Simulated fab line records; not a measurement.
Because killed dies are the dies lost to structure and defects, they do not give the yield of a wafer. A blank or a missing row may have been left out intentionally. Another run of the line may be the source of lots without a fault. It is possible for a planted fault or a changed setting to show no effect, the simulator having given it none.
2 desks, one fault + flow sky130 + numbers are kept per desk, each desk with only its own; the story behind them comes last

## FROM THE METROLOGY DESK
Lot by lot, what the gauges showed, no matter which tool ran the lot: averages of those sampled wafers that carry a number. Any lot whose mean is over 4 standard deviations away from the usual mean is out of limits and marked OUT; that distance is given in the brackets.
Columns: A = NWELL_TW at SKY_NWELL_TW_MEAS_15, usual 1814; B = NWELL_RS at SKY_NWELL_RS_MEAS_29, usual 624.5 ohm/sq
| lot  | first seen here | A               | B               |
|------|-----------------|-----------------|-----------------|
| L762 | day 4 13:32     | 1824            | 623.9           |
| L763 | day 4 23:41     | 1806            | 625.8           |
| L764 | day 5 03:05     | 1817            | 623.9           |
| L766 | day 5 14:32     | 1814            | 626.3           |
| L767 | day 5 18:15     | 1809            | 624.1           |
| L771 | day 6 16:23     | 1822            | 624.0           |
| L772 | day 6 23:53     | 1857 (+4.9) OUT | 600.5 (-14) OUT |
| L775 | day 7 18:19     | 1809            | 625.0           |
| L777 | day 8 07:26     | 1859 (+5.2) OUT | 601.4 (-14) OUT |
| L781 | day 9 05:28     | 1815            | 622.0           |
| L782 | day 9 10:23     | 1807            | 623.1           |
| L783 | day 9 14:43     | 1822            | 627.0           |
| L784 | day 9 23:44     | 1804            | 625.6           |
| L785 | day 10 07:32    | 1814            | 627.1           |
This desk finds L772, L777 out of limits, with the earliest case on L772 at day 6 23:53 (NWELL_TW at SKY_NWELL_TW_MEAS_15). L762, L763, L764, L766, L767, L771, L775, L781, L782, L783, L784, L785 stayed within limits.

## THE TOOL OWNER'S DESK: implanter-02
The tool's own readings at SKY_NWELL_IMPLANT_11, given as means over the sampled wafers that have a number, one for each lot that went through this tool. Any lot whose mean is over 4 standard deviations away from the usual mean is out of limits and marked OUT; that distance is given in the brackets.
Columns: A = dose ions cm2 at SKY_NWELL_IMPLANT_11, usual 1.9e+13; B = faraday current uA at SKY_NWELL_IMPLANT_11, usual 107.2
| lot  | first seen here | A                 | B                |
|------|-----------------|-------------------|------------------|
| L764 | day 5 02:32     | 1.9e+13           | 107.1            |
| L766 | day 5 13:59     | 1.9e+13           | 106.4            |
| L771 | day 6 15:50     | 1.9e+13           | 106.9            |
| L772 | day 6 23:20     | 2.0e+13 (+62) OUT | 116.6 (+4.5) OUT |
| L777 | day 8 06:55     | 2.0e+13 (+61) OUT | 115.8 (+4.1) OUT |
This desk's verdict: out of limits on L772, L777, starting with L772 at day 6 23:20 (dose ions cm2 at SKY_NWELL_IMPLANT_11). L764, L766, L771 stayed within limits.

## PUT TOGETHER
An alarm could have come from the tool owner's desk at day 6 23:20, on L772, L777.
At day 6 23:53 the metrology desk could have sounded an alarm, on L772, L777.
Of the lots named, all ran SKY_NWELL_IMPLANT_11 on implanter-02.

## WHAT THE SIMULATOR HAD PUT IN
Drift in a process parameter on implanter-02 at SKY_NWELL_IMPLANT_11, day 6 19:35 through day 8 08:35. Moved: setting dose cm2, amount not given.
Struck lots among those shown: L772, L777.
Counting hours from when the fault started, the first reading out of limits came at 4 for the tool owner's desk and at 4 for the metrology desk.
